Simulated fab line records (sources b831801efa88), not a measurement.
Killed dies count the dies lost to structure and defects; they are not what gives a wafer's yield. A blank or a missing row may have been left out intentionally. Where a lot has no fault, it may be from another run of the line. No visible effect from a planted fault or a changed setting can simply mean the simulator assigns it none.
The tool behind it: which one? :: flow gf180mcu :: 18 wafers from 6 lots sampled at 2 of the route's 602 steps

== WHAT THE GAUGES READ, wafer by wafer ==
GF_POLY_GATE_THK_MEAS_01.
lot: L684
measured: day 9 05:01
on: filmMetro-01
POLY_GATE_CVD_00_THK (nm): 199.7 200.9 199.8

lot: L687
measured: day 9 22:58
on: filmMetro-03
POLY_GATE_CVD_00_THK (nm): 202.1 201.8 201.8

lot: L690
measured: day 10 21:28
on: filmMetro-03
POLY_GATE_CVD_00_THK (nm): 202.3 200.4 199.8

lot: L693
measured: day 11 20:54
on: filmMetro-03
POLY_GATE_CVD_00_THK (nm): 200.4 199.6 202.4

lot: L700
measured: day 13 14:53
on: filmMetro-03
POLY_GATE_CVD_00_THK (nm): 186.7 186.2 185.6

lot: L702
measured: day 14 03:42
on: filmMetro-03
POLY_GATE_CVD_00_THK (nm): 199.5 199.6 198.5

== TOOL THAT RAN EACH LOT (tool first, then ch and the chambers of the sampled wafers, then the start) ==
lot: L684
GF_POLY_GATE_CVD_00: lpcvd-01 ch 1, day 9 03:41

lot: L687
GF_POLY_GATE_CVD_00: lpcvd-02 ch 1, day 9 21:37

lot: L690
GF_POLY_GATE_CVD_00: lpcvd-02 ch 0, day 10 19:28

lot: L693
GF_POLY_GATE_CVD_00: lpcvd-01 ch 1, day 11 19:34

lot: L700
GF_POLY_GATE_CVD_00: lpcvd-01 ch 0, day 13 13:32

lot: L702
GF_POLY_GATE_CVD_00: lpcvd-02 ch 0, day 14 02:21
- GF_POLY_GATE_CVD_00: deposits poly-Si, target thk 200 nm, time 1200 s.

== THE ANSWER, worked out from the rows above alone ==
Rule: what is usual is taken from the lots themselves. Put in order of their means at a reading, lots are off if they are a third of the lots or fewer, leave a main group of 4 or more, and stand apart from it by a gap of 3 or more times the standard deviation of the main group's means; of several such gaps the widest counts. If all means in a main group match to the digits the tables above print for the reading, that group is not used. A lot without any number at a reading at which 4 lots or more have one is off too. All remaining lots with rows at the step are treated as sound.
Off: L700, seen at GF_POLY_GATE_THK_MEAS_01 (POLY_GATE_CVD_00_THK). The main group has a mean of 200.6 nm with a standard deviation of 0.89.
If a tool, at a process step before that reading, ran all the lots that are off and no sound lot after the first of them, it fits. The gauges at GF_POLY_GATE_THK_MEAS_01 are tried like those tools. One candidate fits, namely lpcvd-01 at GF_POLY_GATE_CVD_00. A fault onset in the window from L693 (day 11 19:34, its last sound lot) to L700 (day 13 13:32, its first lot off) fits.

== WHAT THE SIMULATOR HAD INSERTED ==
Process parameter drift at GF_POLY_GATE_CVD_00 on lpcvd-01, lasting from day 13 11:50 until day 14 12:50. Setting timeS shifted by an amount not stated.
Struck lots among those shown: L700. The same result came from the rule above.
